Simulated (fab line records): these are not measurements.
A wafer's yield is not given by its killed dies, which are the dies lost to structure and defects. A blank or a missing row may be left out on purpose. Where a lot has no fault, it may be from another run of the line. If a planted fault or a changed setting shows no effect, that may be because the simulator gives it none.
fab line records + flow sky130
[record]
- lots = 6
- wafers = 18
- last-day = 49
route steps=708 shown LOCAL_INTERCONNECT@396 CONTACT@406 PAD_OPEN@708
lots that met no fault: from a run of the same line without faults
start-h: start of the lot's first displayed wafer, in hours after the record's first day + wait-h: time in hours since the lot's previous step + " repeats the value in the row above + L1.1+2: one row covering several wafers at once + - value missing, or start not given + * or withheld: withheld + < > ~ a bound
route shown NAME@n: a module of which the file shows steps, and the number in the route of the first + usual: mean/standard deviation of fault-free wafers + same: alike in all rows + chamber/n: place in a boat + sites: the reading at each site + _std_site: standard deviation across them + _edge_site: inner sites' mean taken away from outer sites' mean + radius-mm: for every site, how far away it sits from the centre of the wafer + mask NAME#n: copy n + behind: the tool/chamber that last shaped the wafer + hold: why the lot was held/for how many hours/how that ended + device: the transistor (n, p or np) that didn't switch + end of line: the same wafers' tests at the end of the route + a step given without rows: its recipe and nothing more + killed: the dies lost at the first sort to structure and to defects; this is not the yield of the wafer + map: shows each die of a wafer: x if killed, . if not, _ if none is there
set.NAME: the setting as run; set.NAME@STEP: as run at that earlier step + model.NAME: the simulator's own value behind a step, which no gauge read
lots seen at some steps along the route; tables by step, rows by wafer
services: when a tool's chamber went out of use (start-h, in hours from the record's first day, below 0 if earlier), for how many hours, and the reason
[[steps]]
[step SKY_LOCAL_INTERCONNECT_PEB_09]
[recipe]
- peb-temp-c = withheld
- peb-time-s = withheld
- resist = KrF-thick
[step SKY_LOCAL_INTERCONNECT_DEVELOP_10]
[recipe]
- develop-time-s = 60
- resist = KrF-thick
- dev-temp-c = 21
[step SKY_LOCAL_INTERCONNECT_CD_MEAS_11]
[recipe]
- target-cd-nm = 170
[usual]
- cd-nm = 170.1/1.6
| lot.wafer | tool      | chamber | start-h | wait-h | cd-nm |
|-----------|-----------|---------|---------|--------|-------|
| L561.1    | cd-sem-02 | -       | 721.07  | -      | 170.7 |
| L561.2    | "         | -       | "       | "      | 172.8 |
| L561.6    | "         | -       | "       | "      | 169.7 |
| L564.2    | cd-sem-01 | -       | 757.72  | -      | 169.5 |
| L564.4    | "         | -       | "       | "      | 167.7 |
| L564.6    | "         | -       | "       | "      | 168.5 |
| L567.3    | cd-sem-02 | -       | 777.60  | -      | 169.0 |
| L567.5    | "         | -       | "       | "      | 168.2 |
| L567.6    | "         | -       | "       | "      | 169.8 |
| L568.1    | cd-sem-01 | -       | 779.76  | -      | 170.6 |
| L568.2    | "         | -       | "       | "      | 170.7 |
| L568.4    | "         | -       | "       | "      | 169.7 |
| L577.2    | cd-sem-02 | -       | 846.87  | -      | 169.8 |
| L577.3    | "         | -       | "       | "      | 171.0 |
| L577.4    | "         | -       | "       | "      | 171.7 |
| L579.1    | cd-sem-02 | -       | 858.35  | -      | 170.0 |
| L579.2    | "         | -       | "       | "      | 171.4 |
| L579.4    | "         | -       | "       | "      | 170.3 |
[step SKY_LOCAL_INTERCONNECT_OVL_MEAS_12]
[usual]
- LOCAL_INTERCONNECT_OVL = -2/5.1
| lot.wafer | tool       | chamber | start-h | wait-h | LOCAL_INTERCONNECT_OVL[nm] |
|-----------|------------|---------|---------|--------|----------------------------|
| L561.1    | overlay-02 | -       | 721.19  | 0.1    | -1                         |
| L561.2    | "          | -       | "       | "      | -3                         |
| L561.6    | "          | -       | "       | "      | -3                         |
| L564.2    | overlay-01 | -       | 757.83  | 0.1    | 4                          |
| L564.4    | "          | -       | "       | "      | 0                          |
| L564.6    | "          | -       | "       | "      | 0                          |
| L567.3    | overlay-02 | -       | 777.69  | 0.1    | -1                         |
| L567.5    | "          | -       | "       | "      | -7                         |
| L567.6    | "          | -       | "       | "      | -16                        |
| L568.1    | overlay-01 | -       | 779.88  | 0.1    | 1                          |
| L568.2    | "          | -       | "       | "      | 2                          |
| L568.4    | "          | -       | "       | "      | 2                          |
| L577.2    | overlay-02 | -       | 846.98  | 0.1    | -1                         |
| L577.3    | "          | -       | "       | "      | -10                        |
| L577.4    | "          | -       | "       | "      | -6                         |
| L579.1    | overlay-01 | -       | 858.47  | 0.1    | -5                         |
| L579.2    | "          | -       | "       | "      | 3                          |
| L579.4    | "          | -       | "       | "      | -1                         |
[step SKY_LOCAL_INTERCONNECT_ETCH_13]
[recipe]
- chemistry = N2/H2
- target = BARC
- ion-energy-ev = 200
- bias-w = 100
- pressure-mtorr = 30
- n2-flow-sccm = 100
- h2-flow-sccm = 200
- icp-w = 500
- stop-on = SiO2
- time-s = 45.9
- target-depth-a = 600
[usual]
- drypump-motor-current-A = 6.3/0.39
- oes-product-au = 0.855/0.0047
- throttle-valve-pct = 13.226/0.0093
| lot.wafer | tool         | chamber | start-h | wait-h | drypump-motor-current-A | oes-product-au | rf-hours-counter-h | throttle-valve-pct |
|-----------|--------------|---------|---------|--------|-------------------------|----------------|--------------------|--------------------|
| L561.1    | rie-metal-01 | 1       | 721.23  | 0.0    | 6.0                     | 0.852          | 15                 | 13.222             |
| L561.2    | "            | 0       | "       | "      | 6.3                     | 0.853          | 3                  | 13.246             |
| L561.6    | "            | 0       | "       | "      | 6.3                     | 0.850          | -                  | 13.213             |
| L564.2    | rie-metal-01 | 0       | 757.86  | 0.0    | 6.3                     | 0.857          | 4                  | 13.227             |
| L564.4    | "            | 0       | "       | "      | 6.3                     | 0.856          | -                  | 13.235             |
| L564.6    | "            | 1       | "       | "      | 5.9                     | 0.855          | -                  | 13.231             |
| L567.3    | rie-metal-02 | 1       | 777.73  | 0.0    | 6.7                     | 0.856          | -                  | 13.222             |
| L567.5    | "            | 0       | "       | "      | 6.3                     | 0.862          | -                  | 13.214             |
| L567.6    | "            | 1       | "       | "      | 6.7                     | 0.861          | -                  | 13.234             |
| L568.1    | rie-metal-02 | 0       | 779.91  | 0.0    | 6.3                     | 0.858          | 14                 | 13.223             |
| L568.2    | "            | 1       | "       | "      | 6.6                     | 0.867          | 15                 | 13.217             |
| L568.4    | "            | 1       | "       | "      | 6.6                     | 0.859          | -                  | 13.227             |
| L577.2    | rie-metal-03 | 0       | 847.01  | 0.0    | 5.7                     | 0.852          | 4                  | 13.212             |
| L577.3    | "            | 0       | "       | "      | 5.7                     | 0.861          | -                  | 13.224             |
| L577.4    | "            | 1       | "       | "      | 6.8                     | 0.856          | -                  | 13.219             |
| L579.1    | rie-metal-01 | 0       | 858.51  | 0.0    | 6.3                     | 0.855          | 9                  | 13.226             |
| L579.2    | "            | 1       | "       | "      | 6.0                     | 0.858          | 4                  | 13.231             |
| L579.4    | "            | 1       | "       | "      | 6.0                     | 0.856          | -                  | 13.226             |
[step SKY_LOCAL_INTERCONNECT_METAL_ETCH_14]
[recipe]
- target-depth-nm = 110
- stop-on = PSG
- chemistry = Cl2/BCl3
- target = TiN
- resist-sidewall-deg = 88
- pressure-mtorr = 10
- icp-w = 900
- bias-w = 48.5
- Cl2_flow_sccm = 60
- bcl3-flow-sccm = 30
- time-s = 31.4
[usual]
- drypump-motor-current-A = 6.3/0.38
- oes-product-au = 0.943/0.0071
- throttle-valve-pct = 21.899/0.0094
| lot.wafer | tool         | chamber | start-h | wait-h | drypump-motor-current-A | oes-product-au | rf-hours-counter-h | throttle-valve-pct |
|-----------|--------------|---------|---------|--------|-------------------------|----------------|--------------------|--------------------|
| L561.1    | rie-metal-01 | 1       | 721.29  | 0.0    | 5.9                     | 0.947          | 15                 | 21.885             |
| L561.2    | "            | 0       | "       | "      | 6.2                     | 0.943          | 3                  | 21.887             |
| L561.6    | "            | 0       | "       | "      | 6.2                     | 0.947          | -                  | 21.890             |
| L564.2    | rie-metal-01 | 0       | 757.92  | 0.0    | 6.2                     | 0.921          | 4                  | 21.898             |
| L564.4    | "            | 0       | "       | "      | 6.3                     | 0.933          | -                  | 21.902             |
| L564.6    | "            | 1       | "       | "      | 5.9                     | 0.932          | -                  | 21.905             |
| L567.3    | rie-metal-02 | 1       | 777.79  | 0.0    | 6.6                     | 0.941          | -                  | 21.908             |
| L567.5    | "            | 0       | "       | "      | 6.2                     | 0.938          | -                  | 21.893             |
| L567.6    | "            | 1       | "       | "      | 6.6                     | 0.948          | -                  | 21.898             |
| L568.1    | rie-metal-02 | 0       | 779.97  | 0.0    | 6.3                     | 0.942          | 14                 | 21.912             |
| L568.2    | "            | 1       | "       | "      | 6.6                     | 0.941          | 15                 | 21.892             |
| L568.4    | "            | 1       | "       | "      | 6.6                     | 0.943          | -                  | 21.909             |
| L577.2    | rie-metal-03 | 0       | 847.07  | 0.0    | 5.7                     | 0.949          | 4                  | 21.895             |
| L577.3    | "            | 0       | "       | "      | 5.7                     | 0.940          | -                  | 21.905             |
| L577.4    | "            | 1       | "       | "      | 6.8                     | 0.938          | -                  | 21.901             |
| L579.1    | rie-metal-01 | 0       | 858.57  | 0.0    | 6.2                     | 0.943          | 9                  | 21.894             |
| L579.2    | "            | 1       | "       | "      | 5.9                     | 0.952          | 4                  | 21.894             |
| L579.4    | "            | 1       | "       | "      | 5.9                     | 0.955          | -                  | 21.909             |
[step SKY_LOCAL_INTERCONNECT_STRIP_15]
[recipe]
- chemistry = O2/N2
- power-w = 1400
- pressure-mtorr = 1500
- platen-temp-c = withheld
- o2-flow-sccm = 3000
- n2-flow-sccm = 300
- overash-fraction = 0.5
[usual]
- drypump-motor-current-A = 5.4/0.34
- oes-product-au = 0.427/0.0043
- strip-time-to-endpoint-s = 4.724/0.02
| lot.wafer | tool            | chamber | start-h | wait-h | drypump-motor-current-A | oes-product-au | rf-hours-counter-h | strip-time-to-endpoint-s |
|-----------|-----------------|---------|---------|--------|-------------------------|----------------|--------------------|--------------------------|
| L561.1    | plasma-asher-04 | 1       | 721.34  | 0.0    | 5.9                     | 0.424          | 58                 | 4.702                    |
| L561.2    | "               | 0       | "       | "      | 5.6                     | 0.425          | 58                 | 4.674                    |
| L561.6    | "               | 1       | "       | "      | 5.9                     | 0.431          | -                  | 4.672                    |
| L564.2    | plasma-asher-04 | 1       | 757.97  | 0.0    | 5.8                     | 0.426          | 62                 | 4.722                    |
| L564.4    | "               | 1       | "       | "      | 5.8                     | 0.433          | -                  | 4.739                    |
| L564.6    | "               | 1       | "       | "      | 5.8                     | 0.430          | -                  | 4.761                    |
| L567.3    | plasma-asher-02 | 0       | 777.86  | 0.1    | 4.9                     | 0.430          | -                  | 4.745                    |
| L567.5    | "               | 1       | "       | "      | 5.6                     | 0.426          | -                  | 4.729                    |
| L567.6    | "               | 0       | "       | "      | 4.9                     | 0.424          | -                  | 4.728                    |
| L568.1    | plasma-asher-02 | 0       | 780.03  | 0.0    | 4.9                     | 0.428          | 96                 | 4.707                    |
| L568.2    | "               | 1       | "       | "      | 5.6                     | 0.431          | 96                 | 4.758                    |
| L568.4    | "               | 0       | "       | "      | 4.9                     | 0.425          | -                  | 4.731                    |
| L577.2    | plasma-asher-04 | 0       | 847.12  | 0.0    | 5.7                     | 0.428          | 72                 | 4.724                    |
| L577.3    | "               | 1       | "       | "      | 5.8                     | 0.430          | -                  | 4.751                    |
| L577.4    | "               | 0       | "       | "      | 5.6                     | 0.428          | -                  | 4.717                    |
| L579.1    | plasma-asher-04 | 0       | 858.62  | 0.0    | 5.7                     | 0.432          | 73                 | 4.712                    |
| L579.2    | "               | 1       | "       | "      | 5.8                     | 0.418          | 73                 | 4.737                    |
| L579.4    | "               | 0       | "       | "      | 5.7                     | 0.433          | -                  | 4.739                    |
[step SKY_LOCAL_INTERCONNECT_STRIP_16]
[recipe]
- chemistry = post-etch-residue-remover
- time-s = 1200
- temp-c = 72.5
[step SKY_LOCAL_INTERCONNECT_CLEAN_17]
[recipe]
- chemistry = IPA
- time-s = 180
- temp-c = 25
[step SKY_LOCAL_INTERCONNECT_CLEAN_18]
[recipe]
- chemistry = O3/DIW
- dry = n2-spin
[step SKY_CONTACT_CVD_00]
[recipe]
- material = Si3N4
- target-thk-nm = 75
- temp-c = 400
- time-s = withheld
- rf-w = 450
[usual]
- heater-power-w = 709/120
| lot.wafer | tool     | chamber | start-h | wait-h | heater-power-w |
|-----------|----------|---------|---------|--------|----------------|
| L561.1    | pecvd-02 | 0       | 721.97  | 0.0    | 593            |
| L561.2    | "        | 2       | "       | "      | 721            |
| L561.6    | "        | 2       | "       | "      | 737            |
| L564.2    | pecvd-04 | 1       | 758.57  | 0.0    | 742            |
| L564.4    | "        | 0       | "       | "      | 761            |
| L564.6    | "        | 2       | "       | "      | 643            |
| L567.3    | pecvd-02 | 0       | 778.46  | 0.0    | 697            |
| L567.5    | "        | 2       | "       | "      | 650            |
| L567.6    | "        | 0       | "       | "      | 715            |
| L568.1    | pecvd-04 | 1       | 780.65  | 0.0    | 716            |
| L568.2    | "        | 0       | "       | "      | 752            |
| L568.4    | "        | 2       | "       | "      | 665            |
| L577.2    | pecvd-01 | 1       | 847.74  | 0.0    | 528            |
| L577.3    | "        | 0       | "       | "      | 826            |
| L577.4    | "        | 2       | "       | "      | 571            |
| L579.1    | pecvd-01 | 2       | 859.22  | 0.0    | 667            |
| L579.2    | "        | 0       | "       | "      | 923            |
| L579.4    | "        | 0       | "       | "      | 930            |
[step SKY_CONTACT_THK_MEAS_01]
[recipe]
- reads = Si3N4_of_CONTACT_CVD_00
[usual]
- CONTACT_CVD_00_THK = 75.3/0.97
| lot.wafer | tool          | chamber | start-h | wait-h | CONTACT_CVD_00_THK[nm] |
|-----------|---------------|---------|---------|--------|------------------------|
| L561.1    | film-metro-02 | -       | 722.01  | -      | 75.1                   |
| L561.2    | "             | -       | "       | "      | 74.7                   |
| L561.6    | "             | -       | "       | "      | 75.7                   |
| L564.2    | film-metro-04 | -       | 758.61  | -      | 75.8                   |
| L564.4    | "             | -       | "       | "      | 76.5                   |
| L564.6    | "             | -       | "       | "      | 76.1                   |
| L567.3    | film-metro-02 | -       | 778.51  | -      | 74.3                   |
| L567.5    | "             | -       | "       | "      | 75.1                   |
| L567.6    | "             | -       | "       | "      | 76.5                   |
| L568.1    | film-metro-01 | -       | 780.68  | -      | 75.0                   |
| L568.2    | "             | -       | "       | "      | 74.9                   |
| L568.4    | "             | -       | "       | "      | 75.2                   |
| L577.2    | film-metro-04 | -       | 847.79  | -      | 73.7                   |
| L577.3    | "             | -       | "       | "      | 74.3                   |
| L577.4    | "             | -       | "       | "      | 76.6                   |
| L579.1    | film-metro-01 | -       | 859.25  | -      | 75.2                   |
| L579.2    | "             | -       | "       | "      | 74.2                   |
| L579.4    | "             | -       | "       | "      | 76.5                   |
[step SKY_CONTACT_HDPCVD_02]
[recipe]
- material = SiO2
- target-thk-nm = 565
- sigma-open-frac = 0.3
- time-s = 94.2
- temp-c = 600
- sih4-flow-sccm = 60
- pressure-mtorr = 6
[usual]
- run-length-s = 122.1/0.48
| lot.wafer | tool      | chamber | start-h | wait-h | run-length-s | model.SiO2_of_CONTACT_HDPCVD_02.thk-nm |
|-----------|-----------|---------|---------|--------|--------------|----------------------------------------|
| L561.1    | hdpcvd-02 | 2       | 722.07  | 0.1    | 121.7        | 560.6                                  |
| L561.2    | "         | 0       | "       | "      | 121.7        | 571.6                                  |
| L561.6    | "         | 1       | "       | "      | 121.7        | 565                                    |
| L564.2    | hdpcvd-02 | 0       | 758.66  | 0.0    | 122.5        | 560.9                                  |
| L564.4    | "         | 0       | "       | "      | 121.6        | 569.2                                  |
| L564.6    | "         | 1       | "       | "      | 121.8        | 563.5                                  |
| L567.3    | hdpcvd-02 | 1       | 778.55  | 0.0    | 122.1        | 560.8                                  |
| L567.5    | "         | 1       | "       | "      | 117.4        | 530                                    |
| L567.6    | "         | 0       | "       | "      | 122.4        | 555.2                                  |
| L568.1    | hdpcvd-02 | 2       | 780.74  | 0.1    | 121.8        | 561.6                                  |
| L568.2    | "         | 0       | "       | "      | 117.9        | 536.7                                  |
| L568.4    | "         | 1       | "       | "      | 121.7        | 565.2                                  |
| L577.2    | hdpcvd-01 | 1       | 847.84  | 0.0    | 121.7        | 556.2                                  |
| L577.3    | "         | 2       | "       | "      | 122.6        | 565                                    |
| L577.4    | "         | 0       | "       | "      | 122.5        | 562.7                                  |
| L579.1    | hdpcvd-01 | 1       | 859.31  | 0.1    | 122.1        | 558.2                                  |
| L579.2    | "         | 0       | "       | "      | 122.8        | 566.1                                  |
| L579.4    | "         | 0       | "       | "      | 123.1        | 562.7                                  |
[step SKY_CONTACT_THK_MEAS_03]
[recipe]
- reads = SiO2_of_CONTACT_HDPCVD_02
[usual]
- CONTACT_HDPCVD_THK = 563/5
| lot.wafer | tool          | chamber | start-h | wait-h | CONTACT_HDPCVD_THK[nm] |
|-----------|---------------|---------|---------|--------|------------------------|
| L561.1    | film-metro-04 | -       | 722.14  | 0.0    | 560                    |
| L561.2    | "             | -       | "       | "      | 572                    |
| L561.6    | "             | -       | "       | "      | 565                    |
| L564.2    | film-metro-01 | -       | 758.74  | 0.0    | 561                    |
| L564.4    | "             | -       | "       | "      | 569                    |
| L564.6    | "             | -       | "       | "      | 563                    |
| L567.3    | film-metro-01 | -       | 778.64  | 0.1    | 561                    |
| L567.5    | "             | -       | "       | "      | 530                    |
| L567.6    | "             | -       | "       | "      | 555                    |
| L568.1    | film-metro-02 | -       | 780.81  | 0.0    | 561                    |
| L568.2    | "             | -       | "       | "      | 537                    |
| L568.4    | "             | -       | "       | "      | 565                    |
| L577.2    | film-metro-02 | -       | 847.92  | 0.0    | 557                    |
| L577.3    | "             | -       | "       | "      | 565                    |
| L577.4    | "             | -       | "       | "      | 563                    |
| L579.1    | film-metro-01 | -       | 859.38  | 0.0    | 558                    |
| L579.2    | "             | -       | "       | "      | 566                    |
| L579.4    | "             | -       | "       | "      | 563                    |
[step SKY_CONTACT_CMP_04]
[recipe]
- material = SiO2
- down-force-psi = 4
- platen-rpm = 60
- pad-velocity-m-s = 0.94248
[usual]
- motor-current-A = 12.1/1.3
- retaining-ring-pressure-frac = 1.000/0.0061
- time-to-endpoint-s = 81/4
| lot.wafer | tool   | chamber | start-h | wait-h | motor-current-A | retaining-ring-pressure-frac | time-to-endpoint-s |
|-----------|--------|---------|---------|--------|-----------------|------------------------------|--------------------|
| L561.1    | cmp-01 | 3       | 722.20  | 0.1    | 11.1            | 0.995                        | 75                 |
| L561.2    | "      | 2       | "       | "      | 11.6            | 0.998                        | 83                 |
| L561.6    | "      | 0       | "       | "      | 11.2            | 0.998                        | 80                 |
| L564.2    | cmp-01 | 1       | 758.84  | 0.1    | 14.2            | 0.992                        | 74                 |
| L564.4    | "      | 2       | "       | "      | 11.5            | 0.993                        | 84                 |
| L564.6    | "      | 0       | "       | "      | 11.0            | 0.995                        | 84                 |
| L567.3    | cmp-02 | 1       | 778.73  | 0.1    | 11.3            | 1.002                        | 73                 |
| L567.5    | "      | 0       | "       | "      | 10.8            | 0.998                        | 65                 |
| L567.6    | "      | 1       | "       | "      | 11.4            | 0.998                        | 72                 |
| L568.2    | cmp-01 | 2       | 780.87  | 0.0    | 11.0            | 0.983                        | 68                 |
| L568.4    | "      | 3       | "       | "      | 12.0            | 0.994                        | 79                 |
| L568.1    | "      | 1       | "       | "      | 14.2            | 1.004                        | 75                 |
| L577.3    | cmp-01 | 2       | 847.97  | 0.0    | 11.4            | 1.003                        | 84                 |
| L577.4    | "      | 3       | "       | "      | 10.6            | 1.001                        | 85                 |
| L577.2    | "      | 1       | "       | "      | 14.7            | 1.004                        | 79                 |
| L579.1    | cmp-01 | 2       | 859.49  | 0.1    | 11.3            | 0.998                        | 82                 |
| L579.2    | "      | 3       | "       | "      | 10.7            | 0.997                        | 87                 |
| L579.4    | "      | 0       | "       | "      | 11.2            | 0.994                        | 86                 |
[step SKY_CONTACT_BOW_MEAS_05]
[recipe]
- mode = bow
[usual]
- CONTACT_BOW = 81/6.9
| lot.wafer | tool          | chamber | start-h | wait-h | CONTACT_BOW[um] |
|-----------|---------------|---------|---------|--------|-----------------|
| L561.1    | film-metro-04 | -       | 722.50  | 0.2    | 82              |
| L561.2    | "             | -       | "       | "      | 90              |
| L561.6    | "             | -       | "       | "      | 76              |
| L564.2    | film-metro-04 | -       | 759.11  | 0.2    | 81              |
| L564.4    | "             | -       | "       | "      | 73              |
| L564.6    | "             | -       | "       | "      | 90              |
| L567.3    | film-metro-02 | -       | 779.02  | 0.2    | 72              |
| L567.5    | "             | -       | "       | "      | 82              |
| L567.6    | "             | -       | "       | "      | 87              |
| L568.1    | film-metro-01 | -       | 781.17  | 0.1    | 76              |
| L568.2    | "             | -       | "       | "      | 82              |
| L568.4    | "             | -       | "       | "      | 66              |
| L577.2    | film-metro-04 | -       | 848.33  | 0.2    | 80              |
| L577.3    | "             | -       | "       | "      | 84              |
| L577.4    | "             | -       | "       | "      | 84              |
| L579.1    | film-metro-01 | -       | 859.74  | 0.2    | 85              |
| L579.2    | "             | -       | "       | "      | 88              |
| L579.4    | "             | -       | "       | "      | 70              |
[step SKY_PAD_OPEN_PROBE_99]
[usual]
- killed_at_M0_to_M3 = 42/7.1
- killed_at_M4_up = 3.3/1.9
- killed-at-contacts = 24/5
- killed-at-front-end = 15/4.7
- killed-at-other = 0.3/0.61
- killed-dies = 86/9.6
- killed-open = 47/7.5
- killed-short = 38/6.6
[same]
- gross-dies = 492
- killed-at-back-side = 0
| lot.wafer | tool      | chamber | start-h | wait-h | killed_at_M0_to_M3 | killed_at_M4_up | killed-at-contacts | killed-at-front-end | killed-at-other | killed-dies | killed-open | killed-short |
|-----------|-----------|---------|---------|--------|--------------------|-----------------|--------------------|---------------------|-----------------|-------------|-------------|--------------|
| L564.2    | prober-01 | -       | 1115.09 | 0.1    | 50                 | 4               | 16                 | 8                   | 0               | 78          | 50          | 28           |
| L564.4    | prober-01 | -       | 1115.19 | 0.2    | 61                 | 2               | 19                 | 13                  | 1               | 96          | 56          | 40           |
| L564.6    | prober-01 | -       | 1115.29 | 0.2    | 41                 | 3               | 33                 | 10                  | 0               | 87          | 46          | 41           |
| L568.1    | prober-01 | -       | 1133.12 | 0.1    | 49                 | 1               | 34                 | 14                  | 0               | 98          | 52          | 46           |
// killed by level:class
L564.2 VIA2:geometric-particle:open=10 VIA1:geometric-particle:open=10 CONTACT:geometric-particle:open=8 VIA3:geometric-particle:open=8 VIA2:geometric-particle:short=5 METAL1:geometric-particle:short=4 METAL3:geometric-particle:short=4 LI_CONTACT:geometric-particle:open=3
L564.4 VIA1:geometric-particle:open=15 VIA2:geometric-particle:open=10 CONTACT:geometric-particle:open=9 VIA3:geometric-particle:open=9 METAL2:geometric-particle:short=6 METAL1:geometric-particle:short=5 VIA1:geometric-particle:short=5 LOCAL_INTERCONNECT:geometric-particle:short=4
L564.6 CONTACT:geometric-particle:open=14 VIA1:geometric-particle:open=9 VIA2:geometric-particle:open=7 METAL3:geometric-particle:short=7 LI_CONTACT:geometric-particle:open=6 CONTACT:geometric-particle:short=6 LOCAL_INTERCONNECT:geometric-particle:short=4 METAL1:geometric-particle:open=4
L568.1 CONTACT:geometric-particle:open=12 LI_CONTACT:geometric-particle:open=9 CONTACT:geometric-particle:short=8 VIA2:geometric-particle:open=8 VIA1:geometric-particle:short=7 VIA2:geometric-particle:short=7 METAL2:geometric-particle:short=6 VIA3:geometric-particle:open=6
[[services]]
| tool            | chamber | start-h | hours | kind                           |
|-----------------|---------|---------|-------|--------------------------------|
| pecvd-02        | -       | 697.33  | 1.3   | repair                         |
| plasma-asher-04 | -       | 703.16  | 6.9   | pm                             |
| hdpcvd-02       | 0       | 712.43  | 4.2   | repair                         |
| rie-metal-01    | 1       | 735.95  | -     | clean                          |
| rie-metal-01    | 1       | 735.95  | 17.9  | scheduled-down                 |
| rie-metal-01    | 1       | 735.95  | 17.9  | vent-cycle                     |
| cmp-01          | -       | 744.11  | 4.0   | pm                             |
| cmp-01          | -       | 748.11  | -     | consumable-replace:conditioner |
| cmp-01          | -       | 748.11  | -     | consumable-replace:pad         |
| cmp-01          | -       | 748.11  | 4.8   | pm                             |
| hdpcvd-01       | -       | 750.20  | 1.4   | repair                         |
| hdpcvd-01       | -       | 753.04  | 28.1  | pm                             |
| cmp-02          | -       | 754.37  | 5.1   | repair                         |
| rie-metal-02    | -       | 760.02  | 14.6  | pm                             |
| cmp-02          | -       | 780.18  | 1.8   | repair                         |
| hdpcvd-02       | -       | 781.14  | 4.3   | pm                             |
| hdpcvd-02       | -       | 791.13  | 2.8   | pm                             |
| rie-metal-02    | 1       | 821.09  | -     | clean                          |
| rie-metal-02    | 1       | 821.09  | 19.7  | scheduled-down                 |
| rie-metal-02    | 1       | 821.09  | 19.7  | vent-cycle                     |
| hdpcvd-02       | 0       | 841.36  | 6.1   | repair                         |
| rie-metal-02    | 0       | 844.87  | -     | clean                          |
| rie-metal-02    | 0       | 844.87  | 12.8  | scheduled-down                 |
| rie-metal-02    | 0       | 844.87  | 12.8  | vent-cycle                     |
[[key]]
[first-sign]
- step = SKY_CONTACT_HDPCVD_02
- reading = run-length-s
- direction = down
- sigmas = 9.3
- usual = *
- struck = *
[effect]
- step = SKY_CONTACT_THK_MEAS_03
- reading = CONTACT_HDPCVD_THK
- direction = down
- sigmas = 5.9
- usual = 563
- struck = 533
[effect]
- step = SKY_CONTACT_CMP_04
- reading = time-to-endpoint-s
- direction = down
- sigmas = 3.7
- usual = *
- struck = *
[model-effect]
- step = SKY_CONTACT_HDPCVD_02
- value = SiO2_of_CONTACT_HDPCVD_02.thk-nm
- without = 560.4
- struck = 533.3
met-at SKY_CONTACT_HDPCVD_02
struck-wafers L567.5,L568.2
tester-left-out L567,L568
onset-between 758.66 778.55
[fault]
- kind = process-parameter-drift
- tool = hdpcvd-02
- chamber = -
- onset-h = 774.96
- steps = SKY_CONTACT_HDPCVD_02
- channel = time-s
- offset = *
- shape = step
- end-h = 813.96
- scope = struck-wafers-only
- acts-in = *
- stated = *
// tester-left-out: of these lots the tester's yield and bins aren't shown, on N5 and GAA mostly nor the transistor test; their killed dies are dies lost to structure and defects alone, not to doping, threshold or leakage, so they don't give the yield
